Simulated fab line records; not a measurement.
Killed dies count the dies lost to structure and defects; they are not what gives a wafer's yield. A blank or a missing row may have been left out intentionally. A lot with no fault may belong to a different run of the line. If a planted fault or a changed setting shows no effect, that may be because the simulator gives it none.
Which tool was responsible? + flow sky130 + 12 lots with 36 wafers sampled at 5 steps, on a route of 708 steps

== WHAT THE GAUGES SHOWED, per wafer ==
No reading from a measuring or inspecting step in the record can be judged against a usual standard deviation.

== WHAT TOOL EACH LOT RAN ON (gives the tool, then ch and the chambers of the sampled wafers, and finally the start) ==
| lot  | SKY_GATE_OXIDE_STRIP_13              | SKY_METAL4_STRIP_19                  | SKY_METAL5_SPUTTER_03        | SKY_METAL5_METAL_ETCH_15          | SKY_PAD_OPEN_PROBE_99   |
|------|--------------------------------------|--------------------------------------|------------------------------|-----------------------------------|-------------------------|
| L977 | plasma asher-03 ch 0,1, day 14 08:54 | plasma asher-04 ch 0,1, day 42 03:01 | pvd sputter-01, day 43 04:13 | rie metal-02 ch 0,1, day 44 01:53 | -                       |
| L978 | plasma asher-03 ch 0,1, day 14 17:20 | plasma asher-03 ch 0,1, day 42 13:11 | pvd sputter-02, day 43 13:55 | rie metal-02 ch 1, day 44 11:47   | -                       |
| L979 | plasma asher-03 ch 0,1, day 15 06:07 | plasma asher-01 ch 0,1, day 42 23:35 | pvd sputter-03, day 44 00:50 | rie metal-02 ch 0,1, day 44 23:29 | -                       |
| L980 | plasma asher-04 ch 0, day 15 07:28   | plasma asher-04 ch 0,1, day 43 01:14 | pvd sputter-01, day 44 01:25 | rie metal-03 ch 0, day 44 23:47   | -                       |
| L985 | plasma asher-03 ch 0,1, day 18 03:52 | plasma asher-03 ch 0,1, day 45 05:35 | pvd sputter-03, day 46 04:47 | rie metal-04 ch 1, day 47 00:56   | prober-02, day 48 18:52 |
| L987 | plasma asher-03 ch 0,1, day 18 14:16 | plasma asher-04 ch 0,1, day 45 13:58 | pvd sputter-02, day 46 12:26 | rie metal-04 ch 1, day 47 08:32   | prober-02, day 49 02:26 |
| L988 | plasma asher-02 ch 0, day 18 23:56   | plasma asher-01 ch 0,1, day 45 23:43 | pvd sputter-01, day 46 22:11 | rie metal-04 ch 1, day 47 18:17   | -                       |
| L992 | plasma asher-02 ch 0,1, day 20 07:43 | plasma asher-04 ch 0,1, day 46 16:19 | pvd sputter-03, day 47 13:53 | rie metal-03 ch 0,1, day 48 09:29 | -                       |
| L991 | plasma asher-04 ch 0,1, day 20 08:01 | plasma asher-01 ch 1, day 46 17:47   | pvd sputter-01, day 47 16:22 | rie metal-04 ch 0,1, day 48 12:05 | -                       |
| L995 | plasma asher-02 ch 0,1, day 20 23:05 | plasma asher-03 ch 0,1, day 47 05:20 | pvd sputter-03, day 48 03:29 | rie metal-03 ch 0,1, day 48 22:15 | -                       |
| L996 | plasma asher-02 ch 0,1, day 21 12:41 | plasma asher-03 ch 0,1, day 47 10:29 | pvd sputter-03, day 48 08:47 | rie metal-02 ch 0,1, day 49 02:45 | -                       |
| L997 | plasma asher-02 ch 0,1, day 21 21:31 | plasma asher-01 ch 0,1, day 47 15:47 | pvd sputter-03, day 48 12:47 | rie metal-04 ch 0,1, day 49 06:55 | -                       |
- SKY_GATE_OXIDE_STRIP_13: strips in O2/N2.
- SKY_METAL4_STRIP_19: strips in O2/N2.
- SKY_METAL5_SPUTTER_03: material Ti, target thk 5 nm, time 3.3 s.
- SKY_METAL5_METAL_ETCH_15: etches the open film in Cl2/BCl3, stops on SiO2, target depth 1260 nm, time 252 s.
- SKY_PAD_OPEN_PROBE_99

== AS READ BY THE TOOLS THEMSELVES (means over the sampled wafers that have a number; for cases with no such wafer, the mark the record gives instead) ==
SKY_GATE_OXIDE_STRIP_13.
| lot  | tool            | drypump motor current A (A) | oes product au (a.u.) | strip time to endpoint s (s) |
|------|-----------------|-----------------------------|-----------------------|------------------------------|
| L977 | plasma asher-03 | 5.8                         | 0.716                 | 14.21                        |
| L978 | plasma asher-03 | 5.8                         | 0.716                 | 14.17                        |
| L979 | plasma asher-03 | 5.8                         | 0.719                 | 14.16                        |
| L980 | plasma asher-04 | 5.9                         | 0.716                 | 14.14                        |
| L985 | plasma asher-03 | 5.7                         | 0.720                 | 14.22                        |
| L987 | plasma asher-03 | 5.8                         | 0.720                 | 14.14                        |
| L988 | plasma asher-02 | 6.3                         | 0.716                 | 14.21                        |
| L992 | plasma asher-02 | 5.7                         | 0.715                 | 14.23                        |
| L991 | plasma asher-04 | 5.2                         | 0.715                 | 14.17                        |
| L995 | plasma asher-02 | 5.7                         | 0.723                 | 14.16                        |
| L996 | plasma asher-02 | 6.0                         | 0.714                 | 14.17                        |
| L997 | plasma asher-02 | 5.8                         | 0.718                 | 14.20                        |

SKY_METAL4_STRIP_19.
| lot  | tool            | drypump motor current A (A) | oes product au (a.u.) | strip time to endpoint s (s) |
|------|-----------------|-----------------------------|-----------------------|------------------------------|
| L977 | plasma asher-04 | 5.3                         | 0.506                 | 6.65                         |
| L978 | plasma asher-03 | 5.8                         | 0.508                 | 6.58                         |
| L979 | plasma asher-01 | 5.9                         | 0.502                 | 6.49                         |
| L980 | plasma asher-04 | 5.6                         | 0.498                 | 6.51                         |
| L985 | plasma asher-03 | 5.8                         | 0.507                 | 6.55                         |
| L987 | plasma asher-04 | 5.3                         | 0.511                 | 6.67                         |
| L988 | plasma asher-01 | 5.5                         | 0.506                 | 6.63                         |
| L992 | plasma asher-04 | 5.3                         | 0.504                 | 6.59                         |
| L991 | plasma asher-01 | 5.0                         | 0.504                 | 6.53                         |
| L995 | plasma asher-03 | 5.8                         | 0.501                 | 6.48                         |
| L996 | plasma asher-03 | 5.8                         | 0.506                 | 6.66                         |
| L997 | plasma asher-01 | 5.9                         | 0.509                 | 6.61                         |

SKY_METAL5_SPUTTER_03.
| lot  | tool           | throttle valve pct (%) |
|------|----------------|------------------------|
| L977 | pvd sputter-01 | 29.8                   |
| L978 | pvd sputter-02 | 29.1                   |
| L979 | pvd sputter-03 | 29.5                   |
| L980 | pvd sputter-01 | 30.1                   |
| L985 | pvd sputter-03 | 30.0                   |
| L987 | pvd sputter-02 | 29.3                   |
| L988 | pvd sputter-01 | 29.8                   |
| L992 | pvd sputter-03 | 29.9                   |
| L991 | pvd sputter-01 | 29.8                   |
| L995 | pvd sputter-03 | 29.7                   |
| L996 | pvd sputter-03 | 29.9                   |
| L997 | pvd sputter-03 | 29.9                   |

SKY_METAL5_METAL_ETCH_15.
| lot  | tool         | drypump motor current A (A) | oes product au (a.u.) | throttle valve pct (%) |
|------|--------------|-----------------------------|-----------------------|------------------------|
| L977 | rie metal-02 | 5.9                         | 0.894                 | 22.267                 |
| L978 | rie metal-02 | 5.7                         | 0.897                 | 22.255                 |
| L979 | rie metal-02 | 6.2                         | 0.892                 | 22.263                 |
| L980 | rie metal-03 | 5.8                         | 0.896                 | 22.269                 |
| L985 | rie metal-04 | 6.1                         | 0.892                 | 22.266                 |
| L987 | rie metal-04 | 6.0                         | 0.899                 | 22.270                 |
| L988 | rie metal-04 | 6.1                         | 0.894                 | 22.268                 |
| L992 | rie metal-03 | 5.7                         | 0.889                 | 22.273                 |
| L991 | rie metal-04 | 5.7                         | 0.896                 | 22.264                 |
| L995 | rie metal-03 | 5.6                         | 0.895                 | 22.254                 |
| L996 | rie metal-02 | 6.2                         | 0.889                 | 22.260                 |
| L997 | rie metal-04 | 5.3                         | 0.889                 | 22.268                 |

SKY_PAD_OPEN_PROBE_99.
| lot  | tool      | killed_at_M0_to_M3 | killed_at_M4_up | killed at contacts | killed at front end | killed at other | killed dies | killed open | killed short |
|------|-----------|--------------------|-----------------|--------------------|---------------------|-----------------|-------------|-------------|--------------|
| L985 | prober-02 | 37                 | 2.3             | 26                 | 29                  | 0.3             | 95          | 46          | 31           |
| L987 | prober-02 | 34                 | 1.7             | 24                 | 50                  | 0.0             | 109         | 40          | 33           |

== THE ANSWER, worked out from the rows above alone ==
Rule: what is usual is taken from the lots themselves. Put in order of their means at a reading, lots are off if they are a third of the lots or fewer, leave a main group of 4 or more, and stand apart from it by a gap of 3 or more times the standard deviation of the main group's means; of several such gaps the widest counts. The tables above print the reading to a certain number of digits; a main group whose means all agree to those digits is not used. A lot without any number at a reading at which 4 lots or more have one is off too. Where the step has rows for the other lots, those lots are counted as sound. After the gauges, taken in route order, come the tools' own readings; for these a lot's mean is taken, as printed above. The first step at which some lot is off is used, and at that step the reading that is off furthest; a lot without a number counts as furthest.
Across all readings shown, no lot is off: no conclusion can be drawn from this.

== WHAT THE SIMULATOR HAD PUT IN ==
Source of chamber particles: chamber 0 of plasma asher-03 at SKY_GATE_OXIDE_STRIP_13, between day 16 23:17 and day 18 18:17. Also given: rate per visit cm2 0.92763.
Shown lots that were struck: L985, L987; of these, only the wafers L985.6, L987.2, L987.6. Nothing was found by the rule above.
